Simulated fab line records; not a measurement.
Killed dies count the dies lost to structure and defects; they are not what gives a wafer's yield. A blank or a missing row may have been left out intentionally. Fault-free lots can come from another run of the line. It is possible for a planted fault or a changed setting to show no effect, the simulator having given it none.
8D (eight disciplines) problem report, filled in by code / flow sky130 / the parts of the form that need people (team, actions taken, sign-off) are left out

== 1. WHAT WENT WRONG ==
A mean of 0.705 a.u. is read at SKY_VIA1_ETCH_15 for oes product au, taken on 1 wafer of 1 lot, against 0.981 a.u. (standard deviation 0.005) on wafers free of any fault. That puts it -55 standard deviations away from the usual mean.
The step: etches SiO2 in C4F8/O2/Ar, stops on TiN, target depth 351 nm, time 54 s.
Earliest sighting: wafer L142.6 on rie diel-03 at day 37 00:55. At this step, 39 wafers from 13 lots have a number in the record. Rule for "out" (also "out of limits"): further than 4 standard deviations from the usual mean. Any other wafer with a number is counted as sound.

== 2. WHAT IT IS; WHAT IT IS NOT ==
question=which readings at this step | is=oes product au | is not=-
question=which lots | is=L142 | is not=L134, L135, L136, L147, L148, L149, L150, L151, L152, L153, L155, L157
question=which wafers of those lots | is=L142.6 | is not=L142.2, L142.3
question=read on which tools | is=rie diel-03 | is not=rie diel-01, rie diel-02
question=when | is=from day 37 00:55 | is not=up to then (11 sound wafers); but 27 sound wafers of L147, L148, L149, L150, L151, L152, L153, L155, L157 came after

== 3. WHAT RULES OUT EACH SUSPECT ==
Counting: any tool at a process step up to the reading remains a suspect provided it ran every lot that is out. Sound lots after the first of them don't rule it out here, since some wafers of a struck lot are sound.
- plasma asher-03 at SKY_CONTACT_STRIP_19 (strips in O2/N2): kept. L142, the lot that is out, went through it at day 34 17:16; up to then, the latest sound lot through it was L135 at day 32 11:13.
- rie diel-03 at SKY_VIA1_ETCH_15 (etches SiO2 in C4F8/O2/Ar, stops on TiN, target depth 351 nm, time 54 s): kept. L142, the lot that is out, went through it at day 37 00:55; up to then, the latest sound lot through it was L134 at day 34 01:52. Out on those wafers are its own readings of oes product au.
Left after counting: plasma asher-03 at SKY_CONTACT_STRIP_19, rie diel-03 at SKY_VIA1_ETCH_15.

== 4. THE CAUSE (what the simulator had put in) ==
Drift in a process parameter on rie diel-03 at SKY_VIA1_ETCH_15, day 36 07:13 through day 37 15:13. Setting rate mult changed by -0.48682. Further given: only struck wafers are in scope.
After counting, 2 suspects remain, this tool included.

== 5. THE CHAIN OF EFFECTS, in route order ==
Each row: a reading where the mean over the struck wafers with a number is more than 3 standard deviations away from the usual. Readings are gone through only where the record gives a usual standard deviation; hours: the median, over the lots, of the time from a lot's start at the first step in this table giving one to that lot's start at this step; sigmas: the change measured in usual standard deviations.
hours=0; step=SKY_VIA1_ETCH_15; reading=oes product au; usual=0.981 a.u.; on struck wafers=0.705; change=-0.276; sigmas=-55
hours=0; step=SKY_VIA1_STRIP_16; reading=oes product au; usual=0.416 a.u.; on struck wafers=0.436; change=+0.020; sigmas=+4.5
hours=0; step=SKY_VIA1_STRIP_16; reading=strip time to endpoint s; usual=4.464 s; on struck wafers=4.827; change=+0.363; sigmas=+20
It contains these process steps:
- SKY_VIA1_ETCH_15: etches SiO2 in C4F8/O2/Ar, stops on TiN, target depth 351 nm, time 54 s.
- SKY_VIA1_STRIP_16: strips in O2/N2.

== 6. WHAT WOULD HAVE CAUGHT IT SOONER ==
The fault began at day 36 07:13; the first out-of-limits reading in this record came at day 37 00:55, 18 hours later.
